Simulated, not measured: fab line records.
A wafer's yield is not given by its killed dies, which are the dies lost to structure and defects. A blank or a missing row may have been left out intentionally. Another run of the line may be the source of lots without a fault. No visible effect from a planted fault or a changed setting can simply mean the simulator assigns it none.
Which tool is to blame? -- flow gf180mcu -- 36 wafers sampled from 12 lots at 1 step of a route of 602

== WHAT EACH GAUGE READ, for each wafer ==
GF_SALICIDE_THK_MEAS_05: measures by xrf.
lot,measured,on,SALICIDE_TIN_THK (nm)
L075,day 15 07:13,film-metro-01,19.96 19.76 19.85
L077,day 16 01:05,film-metro-02,19.75 19.75 19.71
L079,day 17 03:08,film-metro-03,19.94 20.00 20.01
L081,day 17 20:50,film-metro-01,19.28 19.95 19.79
L083,day 18 08:37,film-metro-02,19.58 19.90 19.52
L085,day 19 16:25,film-metro-01,19.80 19.55 19.61
L087,day 20 08:25,film-metro-03,20.08 20.07 20.17
L089,day 20 23:28,film-metro-02,19.40 19.39 19.28
L091,day 21 15:45,film-metro-02,19.99 19.95 19.84
L093,day 21 20:55,film-metro-01,19.75 19.62 19.79
L095,day 22 10:47,film-metro-02,19.62 19.97 19.54
L097,day 23 02:51,film-metro-03,19.99 20.16 20.08

== EACH LOT AND THE TOOL THAT RAN IT (in order: tool; ch and the chambers of the sampled wafers; start) ==
There is no process step in the record ahead of these readings.

== THE ANSWER, worked out from the rows above alone ==
Rule: usual is defined by the lots themselves. Put in order of their means at a reading, lots are off if they are a third of the lots or fewer, leave a main group of 4 or more, and stand apart from it by a gap of 3 or more times the standard deviation of the main group's means; of several such gaps the widest counts. Not used: any main group whose means are identical at the precision the tables above print for the reading. Also off: a lot with no number at a reading for which 4 or more lots have one. The other lots that the step has rows for count as sound.
Nothing can be told from this: no lot is off at any reading shown.

== WHAT WAS PUT IN BY THE SIMULATOR ==
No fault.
